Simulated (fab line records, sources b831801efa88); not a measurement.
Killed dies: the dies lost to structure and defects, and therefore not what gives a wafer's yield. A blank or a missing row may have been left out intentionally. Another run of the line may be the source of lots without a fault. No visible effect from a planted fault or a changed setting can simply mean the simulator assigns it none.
Comparing a struck lot with a sound one | flow sky130 | 15 steps out of a route of 708
Sound: these wafers, L456.3, L456.4, L456.5. Struck: wafer L462.2 (left out: L462.6, a lot-mate that was not struck); the cause follows at the end.
For every step that has rows: the tool of each side, followed by ch and its chambers, followed by its first start. Under that, the readings that differ: sound wafers | struck wafers | difference of the means | sigmas: that difference in standard deviations of wafers without a fault.
alike: same words and numbers on both sides, and readings whose means sit less than 2 such deviations apart. not compared: any withheld reading, any reading some wafer has no value for, any bound like >300 that may hide the same value, and any number with overlapping values for which the record gives no deviation.
The two part at a step that has a row with sigmas, a row that says differs or no value, or rows on one side only. Numbers that have no deviation but don't overlap get no sigmas and don't part them. Lack of a reading on every wafer of one side parts them only where that side has two or more wafers.

SKY_VIA1_OVL_MEAS_13:
  sound: overlay-01 at day 36 02:56; struck: overlay-01 at day 38 06:13
  alike: VIA1_OVL
SKY_VIA1_ETCH_14: etches BARC in N2/H2, stops on SiO2, time 45.9 s, target depth 60 nm.
  sound on rie diel-03 ch 2,3, day 36 02:58; struck on rie diel-01 ch 1, day 38 06:15
  alike: drypump motor current A, oes product au, throttle valve pct
  not compared: rf hours counter h
SKY_VIA1_ETCH_15: etches SiO2 in C4F8/O2/Ar, stops on TiN, target depth 351 nm, time 54 s.
  sound on rie diel-03 ch 2,3, day 36 03:01; struck on rie diel-01 ch 1, day 38 06:17
  reading               | sound             | struck | difference | sigmas
  oes product au (a.u.) | 0.979 0.983 0.970 | 0.990  | +0.013     | +2
  not compared: rf hours counter h
then, 4 steps without rows for these wafers: SKY_VIA1_STRIP_16 (strips in O2/N2); SKY_VIA1_STRIP_17 (strips in post etch residue remover, time 1200 s); SKY_VIA1_CLEAN_18 (cleans in IPA, time 180 s); SKY_VIA1_CLEAN_19 (cleans in O3/DIW).
SKY_VIA1_SPUTTER_20: material TiN, target thk 20 nm, time 80 s.
  sound: pvd sputter-01 at day 36 03:41; struck: pvd sputter-04 at day 38 06:56
  alike: cathode dc power W, throttle valve pct
then, 1 step without rows for these wafers: SKY_VIA1_CVD_21 (deposits W, target thk 270 nm, time 80.902 s).
SKY_VIA1_RS_MEAS_22: measurement is done with a four-point probe.
  sound: film metro-01 at day 36 03:52; struck: film metro-04 at day 38 07:06
  alike: VIA1_W_RS
SKY_VIA1_THK_MEAS_23: measures by xrf.
  sound: film metro-01 at day 36 03:58; struck: film metro-04 at day 38 07:13
  alike: VIA1_W_THK
SKY_VIA1_CMP_24: polishes, stops on SiO2, t overpolish 15 s, target thk 0 nm.
  sound on cmp-01 ch 1,3, day 36 04:04; struck on cmp-01 ch 2, day 38 07:22
  reading             | sound          | struck | difference | sigmas
  motor current A (A) | 12.2 13.2 11.1 | 8.2    | -4.0       | -2
  alike: head pressure psi, overpolish run s, time to endpoint s
SKY_METAL2_SPUTTER_00: material Ti, target thk 15 nm, time 10 s.
  sound: pvd sputter-02 at day 36 04:19; struck: pvd sputter-02 at day 38 07:34
  reading                                   | sound                | struck | difference | sigmas
  cathode dc power W (W)                    | 2999.5 3000.2 3000.4 | 3278.3 | +278.3     | +99 or more
  model.Ti_of_METAL2_SPUTTER_00.thk nm (nm) | 14.76 14.91 14.9     | 16.5   | +1.6       |
  alike: throttle valve pct
SKY_METAL2_SPUTTER_01: material TiN, target thk 20 nm, time 16.7 s.
  sound: pvd sputter-02 at day 36 04:20; struck: pvd sputter-02 at day 38 07:35
  alike: cathode dc power W, throttle valve pct
-- the record jumps here: 11 days lie between the struck wafers' starts before and after (it left off in module METAL2 and takes up again in module PAD_OPEN, whose first step shown is number 708 of the route) --
SKY_PAD_OPEN_PROBE_99:
  sound: prober-01 at day 47 11:50; struck: prober-02 at day 49 01:29
  alike: defect limited yield, killed_at_M0_to_M3, killed_at_M4_up, killed at contacts, killed at front end, killed at other, killed dies, killed open, killed short, sort_bin_3_pad_short, sort_bin_5_function, sort_bin_6_memory, sort n pass, sort yield pct

WHERE THEY PART
Last at SKY_METAL2_SPUTTER_00 as far as this record goes, first at SKY_VIA1_ETCH_15. Later steps at which nothing parts them and some readings are alike: SKY_METAL2_SPUTTER_01, SKY_PAD_OPEN_PROBE_99.

WHY: the cause the simulator had injected
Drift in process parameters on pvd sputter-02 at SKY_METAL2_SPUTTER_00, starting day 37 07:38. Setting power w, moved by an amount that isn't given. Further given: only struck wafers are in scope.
